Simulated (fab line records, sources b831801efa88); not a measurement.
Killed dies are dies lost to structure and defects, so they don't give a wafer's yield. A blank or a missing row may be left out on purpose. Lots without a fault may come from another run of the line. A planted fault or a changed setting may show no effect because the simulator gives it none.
Which tool did it? | flow gf180mcu | 13 lots, 39 wafers sampled, at 4 steps of a route of 602

WHAT THE GAUGES READ, wafer by wafer
GF_STI_THK_MEAS_22. Usual: STI_OXIDATION_01_THK 15.2 nm, standard deviation 0.31.
lot  | measured    | on            | STI_OXIDATION_01_THK (nm) | flag
L263 | day 2 03:50 | film_metro-04 | 15.2 15.1 15.2            |
L265 | day 2 13:38 | film_metro-03 | 15.0 15.0 15.0            |
L266 | day 2 18:02 | film_metro-02 | 15.5 15.5 15.3            |
L267 | day 2 23:48 | film_metro-03 | 15.0 14.8 14.7            |
L268 | day 3 06:40 | film_metro-04 | 15.3 15.2 15.2            |
L270 | day 3 14:44 | film_metro-03 | 15.1 15.0 15.0            |
L273 | day 4 08:39 | film_metro-03 | 15.4 15.0 15.1            |
L274 | day 4 12:39 | film_metro-04 | 15.1 15.3 15.0            |
L276 | day 4 22:05 | film_metro-04 | 15.5 15.4 15.4            |
L281 | day 5 23:08 | film_metro-03 | 15.5 15.3 15.4            |
L282 | day 6 05:31 | film_metro-03 | 15.3 14.9 15.1            |
L284 | day 6 15:49 | film_metro-02 | 15.4 15.3 15.3            |
L285 | day 6 20:10 | film_metro-02 | 15.2 15.2 15.3            |

GF_STI_THK_MEAS_30. Usual: STI_OXIDATION_02_THK 10.17 nm, standard deviation 0.22.
lot  | measured    | on            | STI_OXIDATION_02_THK (nm) | flag
L263 | day 2 06:29 | film_metro-02 | 10.28 10.23 10.23         |
L265 | day 2 16:25 | film_metro-02 | 9.96 10.07 10.10          |
L266 | day 2 20:46 | film_metro-02 | 10.06 10.07 10.14         |
L267 | day 3 02:17 | film_metro-04 | 10.28 10.38 10.20         |
L268 | day 3 09:37 | film_metro-03 | 10.32 10.27 10.29         |
L270 | day 3 17:22 | film_metro-04 | 10.53 10.52 10.45         |
L273 | day 4 11:33 | film_metro-04 | 10.20 10.34 10.30         |
L274 | day 4 15:56 | film_metro-04 | 10.16 10.08 10.23         |
L276 | day 5 00:37 | film_metro-04 | 10.19 10.14 10.17         |
L281 | day 6 01:37 | film_metro-03 | 10.01 9.94 9.96           |
L282 | day 6 08:10 | film_metro-02 | 10.21 10.41 10.15         |
L284 | day 6 18:22 | film_metro-03 | 9.74 9.76 9.66            |
L285 | day 7 01:58 | film_metro-02 | 9.80 9.77 9.78            |

GF_VT_IMPLANT_RS_MEAS_48: measures by four-point-probe. Usual: LVPWELL_RS 1196 ohm/sq, standard deviation 3.1.
lot  | measured     | on            | LVPWELL_RS (ohm/sq) | flag
L263 | day 7 12:14  | film_metro-01 | 1194 1192 1194      |
L265 | day 8 04:17  | film_metro-03 | 1200 1202 1200      |
L266 | day 8 09:35  | film_metro-01 | 1198 1199 1199      |
L267 | day 8 14:26  | film_metro-01 | 1194 1195 1193      |
L268 | day 9 01:56  | film_metro-01 | 1190 1196 1195      |
L270 | day 9 13:43  | film_metro-01 | 1194 1198 1196      |
L273 | day 10 10:47 | film_metro-03 | 1194 1197 1193      |
L274 | day 10 16:26 | film_metro-02 | 1198 1198 1199      |
L276 | day 11 04:40 | film_metro-03 | 1202 1202 1199      |
L281 | day 12 14:43 | film_metro-03 | 1195 1200 1195      |
L282 | day 12 20:01 | film_metro-03 | 1197 1194 1197      |
L284 | day 13 12:26 | film_metro-02 | 1193 1195 1195      |
L285 | day 13 21:22 | film_metro-03 | 1200 1195 1196      |

WHICH TOOL RAN EACH LOT (tool, then ch and the chambers of the sampled wafers, then the start)
lot  | GF_LVPWELL_EXPOSE_04
L263 | iline_stepper-02 ch 0, day 3 13:38
L265 | iline_stepper-02 ch 0, day 4 02:20
L266 | iline_stepper-02 ch 0, day 4 05:55
L267 | iline_stepper-01 ch 0, day 4 10:40
L268 | iline_stepper-02 ch 0, day 4 19:57
L270 | iline_stepper-01 ch 0, day 5 05:44
L273 | iline_stepper-02 ch 0, day 5 23:50
L274 | iline_stepper-01 ch 0, day 6 04:08
L276 | iline_stepper-01 ch 0, day 6 14:28
L281 | iline_stepper-01 ch 0, day 7 17:32
L282 | iline_stepper-02 ch 0, day 7 23:46
L284 | iline_stepper-01 ch 0, day 8 11:14
L285 | iline_stepper-01 ch 0, day 8 17:47
- GF_LVPWELL_EXPOSE_04: exposes mask LVPWELL, target cd 600 nm.

WHAT THE TOOLS THEMSELVES READ (means of the sampled wafers that have a number; where no wafer has one, the mark that the record gives instead)
The record holds no such reading with a usual standard deviation.

THE ANSWER, worked out from the rows above alone
Rule: a lot is off if the mean of its wafers that have a number lies more than 3 standard deviations from the usual mean. A lot without any number at a reading at which 4 lots or more have one is off too. The other lots that the step has rows for count as sound. The gauges are gone through in route order, then the tools' own readings, and for those a lot's mean is taken as printed above. The first step at which some lot is off is used, and at that step the reading that is off furthest; a lot without a number counts as furthest.
No lot is off at any reading shown: from this, nothing can be told.

WHAT THE SIMULATOR HAD PUT IN
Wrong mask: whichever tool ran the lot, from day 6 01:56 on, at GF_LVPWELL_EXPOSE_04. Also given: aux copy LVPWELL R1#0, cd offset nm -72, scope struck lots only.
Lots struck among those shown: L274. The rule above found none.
